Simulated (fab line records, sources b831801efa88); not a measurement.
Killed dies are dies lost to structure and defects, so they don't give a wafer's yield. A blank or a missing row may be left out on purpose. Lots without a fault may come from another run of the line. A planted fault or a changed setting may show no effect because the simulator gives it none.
Chamber matching | flow sky130 | SKY_VIA3_CMP_24 on cmp-02: 4 sister chambers
The step polishes, stops on SiO2, t overpolish 20 s, target thk 0 nm. 8 wafers are shown with their chamber, then 8 later ones without.

WAFERS WITH THEIR CHAMBER
wafer  | chamber | motor_current_A (A) | edge_zone_pressure_frac
L078.1 | 1       | 11.5                | 1.006
L078.4 | 3       | 12.9                | 1.000
L081.5 | 1       | 12.2                | 0.998
L081.6 | 0       | 10.5                | 1.010
L086.1 | 2       | 12.4                | 0.994
L086.3 | 0       | 10.6                | 1.002
L086.6 | 2       | 12.2                | 0.995
L090.2 | 3       | 12.2                | 0.992

WAFERS WITHOUT THEIR CHAMBER
wafer  | motor_current_A (A) | edge_zone_pressure_frac
L090.4 | 10.3                | 1.009
L090.5 | 12.2                | 0.999
L094.2 | 13.7                | 1.003
L094.3 | 10.6                | 0.997
L094.5 | 10.5                | 1.002
L096.2 | 12.4                | 0.994
L096.4 | 12.2                | 1.000
L096.6 | 13.2                | 1.006

WHICH CHAMBER EACH WENT THROUGH
wafer  | from the rows above          | in truth
L090.4 | 0                            | 0
L090.5 | can't be placed: 2 or 1 or 3 | 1
L094.2 | can't be placed: 3 or 2 or 1 | 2
L094.3 | can't be placed: 0 or 1      | 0
L094.5 | 0                            | 0
L096.2 | can't be placed: 2 or 3 or 1 | 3
L096.4 | can't be placed: 1 or 2 or 3 | 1
L096.6 | can't be placed: 3 or 2 or 1 | 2
Placed correctly: 2 of 8. Can't be placed from these rows: 6 (the true chamber is among the candidates in 6). Placed wrongly: 0.
How it was worked out, from the rows above alone: a wafer's distance from a chamber is the root of the sum, over the readings, of the square of ((its reading less the chamber's mean) divided by the reading's scatter). The wafer belongs to the nearest chamber; if the next one is less than 2 further off, it can't be placed. A chamber's mean is the mean of its shown wafers. The scatter: the root of (the sum of the squares of (reading less its chamber's mean) over the shown wafers, divided by (wafers less chambers)).
